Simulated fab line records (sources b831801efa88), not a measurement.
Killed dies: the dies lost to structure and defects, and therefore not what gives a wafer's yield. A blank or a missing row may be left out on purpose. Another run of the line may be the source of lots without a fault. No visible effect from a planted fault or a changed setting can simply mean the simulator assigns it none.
2 desks, one fault	flow gf180mcu	each desk holds nothing but its own numbers, with what lay behind them at the end

== METROLOGY DESK ==
What the gauges read for every lot (on any tool): the sampled wafers with a number, averaged. Marked OUT: a lot whose mean sits more than 4 standard deviations from the usual mean, which makes it out of limits; the brackets give that distance.
Columns: A = M4_OVL at GF_M4_OVL_MEAS_15, usual 4 nm; B = MIM_CVD_05_THK at GF_MIM_THK_MEAS_06, usual 42.3 nm
lot	first seen here	A	B
L721	day 23 10:11	2	42.6
L723	day 24 04:26	10	42.0
L725	day 24 21:15	10	42.3
L726	day 25 06:05	-4	41.9
L727	day 25 18:35	15	42.5
L728	day 26 04:47	0	41.4
L730	day 26 12:50	5	42.2
L731	day 27 00:05	4	42.4
L733	day 27 09:08	13	41.9
L735	day 27 23:17	6	41.9
L738	day 28 15:44	8	42.4
L739	day 29 03:35	2	42.7
L740	day 29 04:32	2	42.6
L741	day 29 14:11	1	42.2
L744	day 30 13:59	-3	42.3
This desk found nothing out of limits on any of the 15 lots.

== TOOL OWNER'S DESK, litho track-01 ==
The tool's own readings at GF_MVPSD_DEVELOP_06 (develop time 60 s): means of the sampled wafers that have a number, for each lot that ran on this tool. Marked OUT: a lot whose mean sits more than 4 standard deviations from the usual mean, which makes it out of limits; the brackets give that distance.
Columns: A = chill plate temp C at GF_MVPSD_DEVELOP_06, usual 22.98 C; B = developer temp C at GF_MVPSD_DEVELOP_06, usual 23.00 C
lot	first seen here	A	B
L721	day 5 02:00	23.00	22.95
L723	day 5 12:00	23.05	22.98
L727	day 6 12:00	23.05	23.02
L730	day 7 06:00	23.08	22.92
L731	day 7 12:00	22.99	23.12
L738	day 9 03:00	22.87	22.83
L739	day 9 13:00	22.96	21.95 (-9.5) OUT
L740	day 9 19:00	22.93	22.14 (-7.8) OUT
L741	day 9 22:00	22.97	22.00 (-9.1) OUT
This desk's verdict: out of limits on L739, L740, L741, starting with L739 at day 9 13:00 (developer temp C at GF_MVPSD_DEVELOP_06). Within limits: L721, L723, L727, L730, L731, L738.

== ALL TOGETHER ==
On L739, L740, L741, at day 9 13:00, an alarm was possible from the tool owner's desk.
Nothing out of limits was seen by the metrology desk.
The metrology desk holds a record of L739, L740, L741, inside its limits.
The lots listed all ran GF_MVPSD_DEVELOP_06 on litho track-01.

== WHAT THE SIMULATOR HAD INSERTED ==
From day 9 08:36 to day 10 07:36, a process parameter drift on litho track-01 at GF_MVPSD_DEVELOP_06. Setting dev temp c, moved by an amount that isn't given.
Shown lots that were struck: L739, L740, L741.
How many hours passed from the start of the fault until each desk's first out-of-limits reading: the tool owner's desk, 4.
